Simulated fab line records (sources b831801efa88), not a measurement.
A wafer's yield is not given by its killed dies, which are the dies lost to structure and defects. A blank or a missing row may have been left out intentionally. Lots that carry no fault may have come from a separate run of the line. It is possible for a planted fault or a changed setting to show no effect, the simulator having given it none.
fab line records	flow gf180mcu
record lots=7	wafers=21	last_day=34
route steps=602 shown V2@393
lots that met no fault: from a run of the same line without faults
start_h: start of the lot's first displayed wafer, in hours after the record's first day	wait_h: time in hours since the lot's previous step	" as in the row above	L1.1+2: a single row standing in for several wafers	- either no value or no given start	* or withheld: withheld	< > ~ a bound
route shown NAME@n: names a module that has steps shown in the file, with the first one's number in the route	usual: mean/standard deviation taken from wafers without a fault	same: alike in all rows	chamber/n: place in a boat	sites: each site's reading	_std_site: standard deviation across them	_edge_site: outer sites' mean less inner sites'	radius_mm: for every site, how far away it sits from the centre of the wafer	mask NAME#n: copy n	behind: the most recent tool/chamber to have shaped the wafer	hold: why the lot was held/for how many hours/how that ended	device: transistor that didn't switch, given as n, p or np	end of line: the same wafers' tests at the end of the route	for a step that has no rows: nothing shown but its recipe	killed: at the first sort, the dies lost to defects and structure; wafer yield is something else	map: the dies of a wafer, with x for killed, . for not killed, _ for no die there
set.NAME: the run value of the setting; set.NAME@STEP: its run value at that earlier step	model.NAME: the simulator's own value behind a step, which no gauge read
lots at some steps of the route; a table a step, a row a wafer
services: when a tool's chamber went out of use (start_h, in hours from the record's first day, below 0 if earlier), for how many hours, and the reason
## steps
# step GF_V2_EXPOSE_11
# recipe mask_id=Via2	target_cd_nm=260	na=0.68	source_shape=conventional	sigma_outer=0.6	dose_mj=38
# step GF_V2_PEB_12
# recipe peb_temp_c=135	peb_time_s=90	resist=KrF
# step GF_V2_DEVELOP_13
# recipe develop_time_s=60	resist=KrF	dev_temp_c=21
# step GF_V2_CD_MEAS_14
# recipe target_cd_nm=260
# usual cd_nm=260.8/1.5
lot.wafer	tool	chamber	start_h	wait_h	cd_nm
L152.1	cd_sem-02	-	476.42	0.1	259.6
L152.4	"	-	"	"	259.1
L152.6	"	-	"	"	260.7
L153.4	cd_sem-01	-	482.20	0.1	260.4
L153.5	"	-	"	"	259.8
L153.6	"	-	"	"	258.9
L161.2	cd_sem-01	-	549.01	0.1	259.2
L161.3	"	-	"	"	257.5
L161.6	"	-	"	"	257.3
L162.2	cd_sem-01	-	577.71	0.1	263.1
L162.5	"	-	"	"	261.4
L162.6	"	-	"	"	262.0
L163.1	cd_sem-01	-	577.81	0.1	262.0
L163.3	"	-	"	"	262.3
L163.4	"	-	"	"	262.9
L170.1	cd_sem-02	-	626.52	0.1	262.3
L170.2	"	-	"	"	260.7
L170.4	"	-	"	"	261.5
L174.2	cd_sem-02	-	646.74	0.1	260.9
L174.4	"	-	"	"	259.2
L174.5	"	-	"	"	260.2
# step GF_V2_OVL_MEAS_15
# usual V2_OVL=0/4.9
lot.wafer	tool	chamber	start_h	wait_h	V2_OVL[nm]
L152.1	overlay-02	-	476.54	0.1	-10
L152.4	"	-	"	"	-6
L152.6	"	-	"	"	-8
L153.4	overlay-02	-	482.28	0.1	3
L153.5	"	-	"	"	2
L153.6	"	-	"	"	1
L161.2	overlay-01	-	549.11	0.1	-4
L161.3	"	-	"	"	-5
L161.6	"	-	"	"	1
L162.2	overlay-01	-	577.81	0.1	4
L162.5	"	-	"	"	-2
L162.6	"	-	"	"	5
L163.1	overlay-01	-	577.93	0.1	-2
L163.3	"	-	"	"	-2
L163.4	"	-	"	"	11
L170.1	overlay-02	-	626.64	0.1	-5
L170.2	"	-	"	"	4
L170.4	"	-	"	"	2
L174.2	overlay-02	-	646.84	0.1	-7
L174.4	"	-	"	"	-4
L174.5	"	-	"	"	-4
# step GF_V2_ETCH_16
# recipe chemistry=N2/H2	target_depth_a=withheld	overetch_a=withheld	time_s=withheld	target=BARC	ion_energy_ev=200	source_w=500	bias_w=100	pressure_mtorr=30	n2_flow_sccm=100	h2_flow_sccm=200
# usual drypump_motor_current_A=5.5/0.41	oes_product_au=0.855/0.0049	throttle_valve_pct=13.225/0.0091
lot.wafer	tool	chamber	start_h	wait_h	drypump_motor_current_A	oes_product_au	throttle_valve_pct
L152.1	rie_diel-04	0	476.58	0.0	6.1	0.848	13.224
L152.4	"	3	"	"	5.2	0.853	13.217
L152.6	"	1	"	"	6.1	0.865	13.222
L153.4	rie_diel-01	0	482.29	0.0	5.5	0.862	13.230
L153.5	"	1	"	"	5.6	0.860	13.216
L153.6	"	0	"	"	5.6	0.853	13.224
L161.2	rie_diel-01	2	549.14	0.0	5.2	0.854	13.224
L161.3	"	1	"	"	5.6	0.853	13.216
L161.6	"	3	"	"	5.5	0.852	13.228
L162.2	rie_diel-04	0	577.84	0.0	6.1	0.855	13.238
L162.5	"	3	"	"	5.2	0.859	13.217
L162.6	"	2	"	"	4.9	0.862	13.216
L163.1	rie_diel-01	3	577.96	0.0	5.5	0.861	13.223
L163.3	"	2	"	"	5.2	0.854	13.247
L163.4	"	0	"	"	5.5	0.857	13.231
L170.1	rie_diel-01	1	626.67	0.0	5.6	0.859	13.219
L170.2	"	2	"	"	5.2	0.855	13.219
L170.4	"	3	"	"	5.5	0.852	13.235
L174.2	rie_diel-04	1	646.87	0.0	6.2	0.851	13.228
L174.4	"	3	"	"	5.3	0.852	13.218
L174.5	"	2	"	"	4.9	0.849	13.225
# step GF_V2_ETCH_17
# recipe chemistry=C4F8/O2/Ar	mask_material=KrF	target=SiO2	stop_on=TiN	source_w=1500	bias_w=1200	pressure_mtorr=40	c4f8_flow_sccm=withheld	O2_flow_sccm=6	Ar_flow_sccm=300	time_s=withheld	target_depth_a=6300
# usual oes_product_au=0.856/0.0045
lot.wafer	tool	chamber	start_h	wait_h	oes_product_au
L152.1	rie_diel-04	0	-	-	0.862
L152.4	"	3	"	"	0.861
L152.6	"	1	"	"	0.861
L153.4	rie_diel-01	0	-	-	0.862
L153.5	"	1	"	"	0.863
L153.6	"	0	"	"	0.870
L161.2	rie_diel-01	2	-	-	0.854
L161.3	"	1	"	"	0.852
L161.6	"	3	"	"	0.858
L162.2	rie_diel-04	0	-	-	0.856
L162.5	"	3	"	"	0.860
L162.6	"	2	"	"	0.859
L163.1	rie_diel-01	3	-	-	0.864
L163.3	"	2	"	"	0.857
L163.4	"	0	"	"	0.857
L170.1	rie_diel-01	1	-	-	0.857
L170.2	"	2	"	"	0.851
L170.4	"	3	"	"	0.855
L174.2	rie_diel-04	1	-	-	0.851
L174.4	"	3	"	"	0.858
L174.5	"	2	"	"	0.858
# step GF_V2_STRIP_18
# recipe chemistry=O2/N2	power_w=1400	pressure_mtorr=1500	platen_temp_c=250	o2_flow_sccm=3000	n2_flow_sccm=300	overash_fraction=0.5
# usual drypump_motor_current_A=5.7/0.42	heater_power_w=327/26	oes_product_au=0.586/0.0052
lot.wafer	tool	chamber	start_h	wait_h	drypump_motor_current_A	heater_power_w	oes_product_au	rf_hours_counter_h
L152.1	plasma_asher-03	1	476.71	-	5.2	326	0.578	36
L152.4	"	1	"	"	5.2	330	0.583	-
L152.6	"	0	"	"	6.2	355	0.589	-
L153.4	plasma_asher-01	1	482.46	-	5.4	303	0.592	-
L153.5	"	0	"	"	5.9	276	0.583	-
L153.6	"	1	"	"	5.4	303	0.592	-
L161.2	plasma_asher-03	1	549.27	-	5.2	337	0.591	44
L161.3	"	0	"	"	6.2	354	0.589	-
L161.6	"	1	"	"	5.2	325	0.585	-
L162.2	plasma_asher-03	0	577.97	-	6.2	350	0.585	46
L162.5	"	0	"	"	6.2	361	0.587	-
L162.6	"	1	"	"	5.2	334	0.585	-
L163.1	plasma_asher-04	0	578.09	-	5.8	329	0.581	94
L163.3	"	1	"	"	5.9	340	0.588	-
L163.4	"	0	"	"	5.8	327	0.588	-
L170.1	plasma_asher-03	1	626.80	-	5.2	330	0.583	51
L170.2	"	0	"	"	6.2	354	0.580	51
L170.4	"	1	"	"	5.2	326	0.582	-
L174.2	plasma_asher-01	1	647.00	-	5.4	302	0.594	88
L174.4	"	0	"	"	5.9	272	0.584	-
L174.5	"	1	"	"	5.4	305	0.585	-
# step GF_V2_STRIP_19
# recipe chemistry=post_etch_residue_remover	time_s=1200	temp_c=72.5
# step GF_V2_CLEAN_20
# recipe chemistry=DIW	dry=n2_spin
# step GF_V2_SPUTTER_21
# recipe material=Ti	target_thk_nm=15	chamber_pressure_pa=5	power_w=2500	substrate_temp_c=200	time_s=80.02
# usual throttle_valve_pct=30.0/1.3
lot.wafer	tool	chamber	start_h	wait_h	throttle_valve_pct
L152.1	pvd_sputter-03	-	477.27	0.0	30.9
L152.4	"	-	"	"	29.6
L152.6	"	-	"	"	29.4
L153.4	pvd_sputter-02	-	482.96	0.0	29.7
L153.5	"	-	"	"	28.8
L153.6	"	-	"	"	28.4
L161.2	pvd_sputter-02	-	549.80	0.0	29.3
L161.3	"	-	"	"	28.3
L161.6	"	-	"	"	29.5
L162.2	pvd_sputter-03	-	578.54	0.0	31.6
L162.5	"	-	"	"	29.4
L162.6	"	-	"	"	31.1
L163.1	pvd_sputter-04	-	578.63	0.0	29.8
L163.3	"	-	"	"	29.2
L163.4	"	-	"	"	33.2
L170.1	pvd_sputter-02	-	627.34	0.0	28.8
L170.2	"	-	"	"	29.6
L170.4	"	-	"	"	29.8
L174.2	pvd_sputter-03	-	647.54	0.0	30.7
L174.4	"	-	"	"	31.4
L174.5	"	-	"	"	30.9
# step GF_V2_SPUTTER_22
# recipe material=TiN	target_thk_nm=10	chamber_pressure_pa=5	power_w=4000	time_s=40
# usual throttle_valve_pct=29.9/1.3
lot.wafer	tool	chamber	start_h	wait_h	throttle_valve_pct
L152.1	pvd_sputter-03	-	477.33	0.0	30.8
L152.4	"	-	"	"	29.4
L152.6	"	-	"	"	29.4
L153.4	pvd_sputter-02	-	483.02	0.0	29.5
L153.5	"	-	"	"	28.6
L153.6	"	-	"	"	28.6
L161.2	pvd_sputter-02	-	549.87	0.0	29.7
L161.3	"	-	"	"	28.6
L161.6	"	-	"	"	29.5
L162.2	pvd_sputter-03	-	578.60	0.0	31.1
L162.5	"	-	"	"	29.2
L162.6	"	-	"	"	30.9
L163.1	pvd_sputter-04	-	578.75	0.1	29.7
L163.3	"	-	"	"	28.8
L163.4	"	-	"	"	33.2
L170.1	pvd_sputter-02	-	627.40	0.0	28.3
L170.2	"	-	"	"	29.6
L170.4	"	-	"	"	30.0
L174.2	pvd_sputter-03	-	647.60	0.0	30.6
L174.4	"	-	"	"	31.4
L174.5	"	-	"	"	31.0
# step GF_V2_CVD_23
# recipe material=W	target_thk_nm=350	time_s=104.94	temp_c=400	pressure_torr=40
# usual chamber_pressure_Torr=40.00/0.076	heater_power_outer_w=550/78	heater_power_w=897/120
lot.wafer	tool	chamber	start_h	wait_h	chamber_pressure_Torr	heater_power_outer_w	heater_power_w
L152.1	cvd_w-02	0	477.37	0.0	40.09	501	833
L152.4	"	0	"	"	39.98	508	833
L152.6	"	0	"	"	39.92	509	819
L153.4	cvd_w-02	0	483.09	0.1	39.89	493	823
L153.5	"	1	"	"	40.10	594	909
L153.6	"	0	"	"	40.08	504	804
L161.2	cvd_w-01	1	549.90	0.0	-	-	-
L161.3	"	0	"	"	-	-	-
L161.6	"	0	"	"	-	-	-
L162.2	cvd_w-02	1	578.64	0.0	-	-	-
L162.5	"	1	"	"	-	-	-
L162.6	"	0	"	"	-	-	-
L163.1	cvd_w-01	1	578.83	0.0	-	-	-
L163.3	"	1	"	"	-	-	-
L163.4	"	0	"	"	-	-	-
L170.1	cvd_w-02	0	627.44	0.0	40.06	514	823
L170.2	"	1	"	"	40.07	586	935
L170.4	"	0	"	"	40.02	497	830
L174.2	cvd_w-02	1	647.64	0.0	39.82	598	961
L174.4	"	1	"	"	39.93	586	948
L174.5	"	1	"	"	39.97	602	921
# step GF_V2_RS_MEAS_24
# recipe thk_meas_gauge=four-point-probe	reads=W_of_V2_CVD_23+TiN_of_V2_SPUTTER_22+Ti_of_V2_SPUTTER_21
# usual V2_W_RS=0.328/0.0051
lot.wafer	tool	chamber	start_h	wait_h	V2_W_RS[ohm/sq]
L152.1	film_metro-02	-	477.48	0.1	0.326
L152.4	"	-	"	"	0.322
L152.6	"	-	"	"	0.324
L153.4	film_metro-01	-	483.23	0.1	0.327
L153.5	"	-	"	"	0.327
L153.6	"	-	"	"	0.324
L161.2	film_metro-01	-	550.04	0.1	44.166
L161.3	"	-	"	"	43.621
L161.6	"	-	"	"	43.946
L162.2	film_metro-01	-	578.77	0.1	43.729
L162.5	"	-	"	"	44.723
L162.6	"	-	"	"	44.895
L163.1	film_metro-02	-	578.95	0.1	43.600
L163.3	"	-	"	"	43.474
L163.4	"	-	"	"	44.530
L170.1	film_metro-04	-	627.55	0.1	0.323
L170.2	"	-	"	"	0.328
L170.4	"	-	"	"	0.322
L174.2	film_metro-02	-	647.77	0.1	0.334
L174.4	"	-	"	"	0.333
L174.5	"	-	"	"	0.330
# step GF_V2_THK_MEAS_25
# recipe thk_meas_gauge=xrf	reads=W_of_V2_CVD_23
# usual V2_W_THK=361/8.7
lot.wafer	tool	chamber	start_h	wait_h	V2_W_THK[nm]
L152.1	film_metro-02	-	477.60	0.1	358
L152.4	"	-	"	"	365
L152.6	"	-	"	"	361
L153.4	film_metro-01	-	483.32	0.1	367
L153.5	"	-	"	"	368
L153.6	"	-	"	"	372
L161.2	film_metro-01	-	550.15	0.1	-
L161.3	"	-	"	"	<0
L161.6	"	-	"	"	<0
L162.2	film_metro-01	-	578.88	0.1	-
L162.5	"	-	"	"	<0
L162.6	"	-	"	"	<0
L163.1	film_metro-02	-	579.07	0.1	<0
L163.3	"	-	"	"	<0
L163.4	"	-	"	"	<0
L170.1	film_metro-04	-	627.67	0.1	360
L170.2	"	-	"	"	357
L170.4	"	-	"	"	363
L174.2	film_metro-02	-	647.88	0.1	351
L174.4	"	-	"	"	351
L174.5	"	-	"	"	356
# step GF_V2_CMP_26
# recipe stop_on=SiO2	down_force_psi=3.5	platen_rpm=60	t_overpolish_s=15	target_thk_nm=0	pad_velocity_m_s=0.94248
# usual motor_current_A=10.7/0.83	time_to_endpoint_s=84/4.1
lot.wafer	tool	chamber	start_h	wait_h	motor_current_A	time_to_endpoint_s
L152.4	cmp-02	0	477.66	0.0	10.5	92
L152.1	"	1	"	"	12.1	86
L152.6	"	0	"	"	10.7	88
L153.4	cmp-01	1	483.35	0.0	10.8	78
L153.5	"	1	"	"	11.1	80
L153.6	"	2	"	"	9.9	83
L161.2	cmp-02	0	550.20	0.0	11.1	8
L161.3	"	2	"	"	10.1	6
L161.6	"	0	"	"	10.4	5
L162.2	cmp-02	2	579.34	0.5	9.5	2
L162.5	"	3	"	"	10.5	4
L162.6	"	0	"	"	11.4	6
L163.3	cmp-02	3	579.49	0.4	10.5	2
L163.1	"	1	"	"	12.4	4
L163.4	"	2	"	"	10.1	3
L170.2	cmp-01	1	627.73	0.0	11.3	74
L170.1	"	2	"	"	10.4	82
L170.4	"	3	"	"	11.1	79
L174.4	cmp-02	0	647.98	0.1	10.8	87
L174.2	"	1	"	"	12.2	87
L174.5	"	3	"	"	9.6	82
## services
tool	chamber	start_h	hours	kind
cmp-01	-	465.75	3.0	repair
pvd_sputter-04	-	477.70	3.3	repair
rie_diel-04	3	480.88	2.4	repair
cvd_w-01	1	482.98	12.7	repair
rie_diel-01	1	485.87	6.2	repair
cmp-02	-	489.26	0.7	repair
cvd_w-01	-	489.77	6.0	pm
cmp-01	-	500.96	4.2	pm
cmp-01	-	505.15	8.2	pm
rie_diel-04	0	509.30	5.2	repair
cmp-01	-	517.94	0.9	repair
cmp-02	-	540.49	2.1	repair
rie_diel-04	0	548.93	6.8	repair
rie_diel-04	2	555.11	6.5	repair
cmp-02	-	561.63	1.5	repair
cvd_w-02	0	572.47	5.6	repair
cmp-01	-	577.27	4.0	pm
pvd_sputter-02	-	581.57	7.5	repair
plasma_asher-03	-	586.66	3.5	repair
rie_diel-04	1	600.68	3.8	repair
rie_diel-04	1	609.56	3.6	repair
rie_diel-04	0	619.81	4.6	repair
cmp-02	-	638.69	0.8	repair
rie_diel-04	0	648.04	29.1	repair
## key
first_sign step=GF_V2_CVD_23	reading=tool_record	direction=missing
effect step=GF_V2_RS_MEAS_24	reading=V2_W_RS	direction=up	sigmas=99+	usual=0.328	struck=44.076
effect step=GF_V2_THK_MEAS_25	reading=V2_W_THK	direction=down	sigmas=42	usual=361	struck=<0
effect step=GF_V2_CMP_26	reading=time_to_endpoint_s	direction=down	sigmas=19	usual=*	struck=*
met_at GF_V2_CVD_23
struck_wafers L161.2,L161.3,L161.6,L162.2,L162.5,L162.6,L163.1,L163.3,L163.4
later_rows_left_out L161.2,L161.3,L161.6,L162.2,L162.5,L162.6,L163.1,L163.3,L163.4
sort_left_out L161.2,L161.3,L161.6,L162.2,L162.5,L162.6,L163.1,L163.3,L163.4
onset_between 483.09 549.90
fault kind=skipped_step_whole	tool=cvd_w-01,cvd_w-02	chamber=-	onset_h=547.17	steps=GF_V2_CVD_23	scope=struck_lots_only
# sort_left_out: the simulated sort isn't trusted on such a fault, so these wafers' sort isn't shown, and their yield isn't known
# later_rows_left_out: the simulator's readings of these wafers behind a module that went badly wrong aren't trusted and aren't shown, but for the sort
